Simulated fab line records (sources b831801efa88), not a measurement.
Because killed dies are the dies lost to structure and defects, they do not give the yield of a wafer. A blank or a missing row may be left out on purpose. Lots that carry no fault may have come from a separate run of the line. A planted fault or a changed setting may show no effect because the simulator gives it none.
Matching of chambers    flow sky130    cmp-02 running SKY_VIA2_CMP_02: 4 sister chambers
The step polishes SiO2. 4 wafers are shown with their chamber, then 10 later ones without.

== WAFERS WITH THEIR CHAMBER ==
wafer   chamber  motor current A (A)
L087.3  3        10.6
L087.5  1        12.0
L088.2  0        15.4
L088.4  2        13.2

== WAFERS WHOSE CHAMBER IS MISSING ==
wafer   motor current A (A)
L088.5  11.0
L089.1  12.8
L089.2  10.5
L089.4  15.1
L090.1  14.6
L090.3  13.5
L090.6  12.9
L095.1  14.1
L095.3  13.0
L095.5  11.4

== CHAMBER TAKEN BY EACH ==
wafer   from the rows above      in truth
L088.5  can't be placed: 3 or 1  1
L089.1  can't be placed: 2 or 1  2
L089.2  3                        3
L089.4  0                        0
L090.1  can't be placed: 0 or 2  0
L090.3  2                        2
L090.6  can't be placed: 2 or 1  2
L095.1  can't be placed: 2 or 0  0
L095.3  can't be placed: 2 or 1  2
L095.5  can't be placed: 1 or 3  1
Placed correctly: 3 of 10. From these rows, 7 cannot be placed; in 7 the true chamber is one of the candidates. Placed wrongly: 0.
How it was worked out, from the rows above alone: a wafer's distance from a chamber is the root of the sum, over the readings, of the square of ((its reading less the chamber's mean) divided by the reading's scatter). The wafer belongs to the nearest chamber; if the next one is less than 2 further off, it can't be placed. A chamber's mean is the mean of its shown wafers. The scatter (one wafer shown for each chamber): square how far every hidden wafer sits from the nearest shown wafer, average those squares and take the square root.
